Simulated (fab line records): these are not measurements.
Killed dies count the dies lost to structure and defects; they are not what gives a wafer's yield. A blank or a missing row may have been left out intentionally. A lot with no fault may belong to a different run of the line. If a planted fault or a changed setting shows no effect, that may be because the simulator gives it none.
What tool caused it? | flow gf180mcu | 7 lots with 21 wafers sampled at 2 steps, on a route of 602 steps

## WHAT THE GAUGES SHOWED, per wafer
GF_V5_CD_MEAS_14: target cd 260 nm.
lot  | measured     | on        | cd-nm (nm)
L561 | day 29 02:50 | cd-sem-01 | 257.5 258.2 258.0
L563 | day 29 12:11 | cd-sem-02 | 259.3 259.3 259.6
L565 | day 30 00:14 | cd-sem-02 | 262.1 261.0 260.9
L567 | day 30 12:34 | cd-sem-01 | 263.1 262.5 262.1
L572 | day 32 00:59 | cd-sem-02 | 261.4 261.5 261.7
L575 | day 33 00:59 | cd-sem-02 | 260.4 280.8 281.9
L579 | day 33 15:22 | cd-sem-01 | 261.2 261.4 261.6

## EACH LOT AND THE TOOL THAT RAN IT (in order: tool; ch and the chambers of the sampled wafers; start)
lot  | GF_V5_EXPOSE_11
L561 | krf-scanner-02 ch 0, day 28 17:22
L563 | krf-scanner-02 ch 0, day 29 02:41
L565 | krf-scanner-02 ch 0, day 29 15:05
L567 | krf-scanner-02 ch 0, day 30 03:16
L572 | krf-scanner-02 ch 0, day 31 16:33
L575 | krf-scanner-01 ch 0, day 32 17:05
L579 | krf-scanner-02 ch 0, day 33 07:34
- GF_V5_EXPOSE_11: exposes mask Via5, target cd 260 nm.

## THE ANSWER, worked out from the rows above alone
Rule: the usual values come from the lots themselves. Put in order of their means at a reading, lots are off if they are a third of the lots or fewer, leave a main group of 4 or more, and stand apart from it by a gap of 3 or more times the standard deviation of the main group's means; of several such gaps the widest counts. If all means in a main group match to the digits the tables above print for the reading, that group is not used. A lot without any number at a reading at which 4 lots or more have one is off too. All remaining lots with rows at the step are treated as sound.
Off at GF_V5_CD_MEAS_14 (cd-nm): L575. The main group: mean 260.7 nm, standard deviation 1.6.
If a tool, at a process step before that reading, ran all the lots that are off and no sound lot after the first of them, it fits. The gauges at GF_V5_CD_MEAS_14 are tried like those tools. Undecided on this evidence; 2 tools fit (krf-scanner-01 at GF_V5_EXPOSE_11, cd-sem-02 at GF_V5_CD_MEAS_14).

## WHAT THE SIMULATOR PUT IN
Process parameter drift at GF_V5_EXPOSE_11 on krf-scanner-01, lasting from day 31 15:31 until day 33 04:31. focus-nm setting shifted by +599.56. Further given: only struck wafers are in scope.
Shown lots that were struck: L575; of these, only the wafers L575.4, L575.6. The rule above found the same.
